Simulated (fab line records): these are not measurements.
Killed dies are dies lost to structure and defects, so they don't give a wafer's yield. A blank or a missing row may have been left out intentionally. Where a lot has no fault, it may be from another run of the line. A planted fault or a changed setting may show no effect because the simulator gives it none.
A struck lot beside a sound one || flow sky130 || 15 out of 708 route steps
Sound: the wafers L986.1, L986.5, L986.6. The struck wafers were L989.1, L989.3, L989.5. At the end, the cause is stated.
Order at every step that has rows: each side's tool, ch and its chambers, its first start. Under that, the readings that differ: sound wafers || struck wafers || difference of the means || sigmas: that difference in standard deviations of wafers without a fault.
alike: readings with means less than 2 such deviations apart, plus words and numbers identical on both sides. not compared: withheld readings, readings lacking a value on some wafer, bounds such as >300 that could conceal the same value, and numbers that have no deviation in the record and whose values overlap.
The two part at a step that has a row with sigmas, a row that says differs or no value, or rows on one side only. When numbers do not overlap yet have no deviation, they are printed without sigmas and do not part them. Lack of a reading on every wafer of one side parts them only where that side has two or more wafers.

first, 8 steps without rows for these wafers: SKY_LI_CONTACT_DEHYDRATE_04 (time 60 s); SKY_LI_CONTACT_HMDS_05 (prime time 60 s); SKY_LI_CONTACT_COAT_06 (resist thk 60 nm); SKY_LI_CONTACT_COAT_07 (resist thk 450 nm); SKY_LI_CONTACT_SOFTBAKE_08 (time 90 s); SKY_LI_CONTACT_EXPOSE_09 (exposes mask LICM1, target cd 170 nm); SKY_LI_CONTACT_PEB_10; SKY_LI_CONTACT_DEVELOP_11 (develop time 60 s).
SKY_LI_CONTACT_CD_MEAS_12 targets a cd of 170 nm.
  sound on cd-sem-02 at day 32 09:56; struck on cd-sem-02 at day 33 12:11
  alike: cd-nm
SKY_LI_CONTACT_OVL_MEAS_13:
  sound on overlay-02 at day 32 10:04; struck on overlay-02 at day 33 12:19
{"reading": "LI_CONTACT_OVL (nm)", "sound": "-6 -5 -10", "struck": "2 4 5", "difference": "+11", "sigmas": "+2"}
SKY_LI_CONTACT_ETCH_14: etches BARC in N2/H2, stops on SiO2, time 45.9 s, target depth 60 nm.
  sound on rie-diel-04 ch 0,2,3, day 32 10:06; struck on rie-diel-04 ch 2,3, day 33 12:20
  alike: chamber-pressure-mTorr, drypump-motor-current-A, h2-flow-sccm, oes-product-au, rf-fwd-power-W, throttle-valve-pct
  not compared: rf-hours-counter-h
SKY_LI_CONTACT_ETCH_15: etches PSG in C4F8/O2/Ar, stops on Si, target depth 600 nm.
  sound on rie-diel-04 ch 0,2,3, day 32 10:08; struck on rie-diel-04 ch 2,3, day 33 12:23
  alike: chamber-pressure-mTorr, oes-product-au, rf-fwd-power-W
SKY_LI_CONTACT_STRIP_16: strips in O2/N2.
  sound on plasma-asher-03 ch 0,1, day 32 10:14; struck on plasma-asher-01 ch 0,1, day 33 12:28
  no value came back on the struck wafers for chamber-pressure-mTorr (mTorr), drypump-motor-current-A (A), oes-product-au (a.u.), strip-time-to-endpoint-s (s); on the sound wafers chamber-pressure-mTorr (mTorr) reads 1498.4 1501.0 1500.0
{"reading": "model.KrF-thick_of_LI_CONTACT_COAT_07.thk-nm (nm)", "sound": "0 0 0", "struck": "232.7 235.4 232.4", "difference": "+233.5", "sigmas": ""}
  not compared: rf-hours-counter-h
then, 1 step without rows for these wafers: SKY_LI_CONTACT_CLEAN_17 (cleans in NMP, time 600 s).
-- the record jumps here: 15 days lie between the struck wafers' starts before and after (it left off in module LI_CONTACT and takes up again in module PAD_OPEN, whose first step shown is number 708 of the route) --
SKY_PAD_OPEN_PROBE_99:
  sound on prober-02 at day 48 02:48; struck on prober-01 at day 48 23:26
{"reading": "killed-at-contacts", "sound": "23 24 29", "struck": "424 425 438", "difference": "+404", "sigmas": "+73"}
{"reading": "killed-dies", "sound": "95 84 88", "struck": "492 492 492", "difference": "+403", "sigmas": "+43"}
{"reading": "killed-on-rim", "sound": "19 20 17", "struck": "96 96 96", "difference": "+77", "sigmas": "+20"}
  alike: killed_at_M0_to_M3, killed_at_M4_up, killed-at-front-end, killed-at-other, killed-open, killed-short

## WHERE THEY PART
First at SKY_LI_CONTACT_OVL_MEAS_13; last, within this record, at SKY_PAD_OPEN_PROBE_99.

WHY: whatever the simulator had introduced
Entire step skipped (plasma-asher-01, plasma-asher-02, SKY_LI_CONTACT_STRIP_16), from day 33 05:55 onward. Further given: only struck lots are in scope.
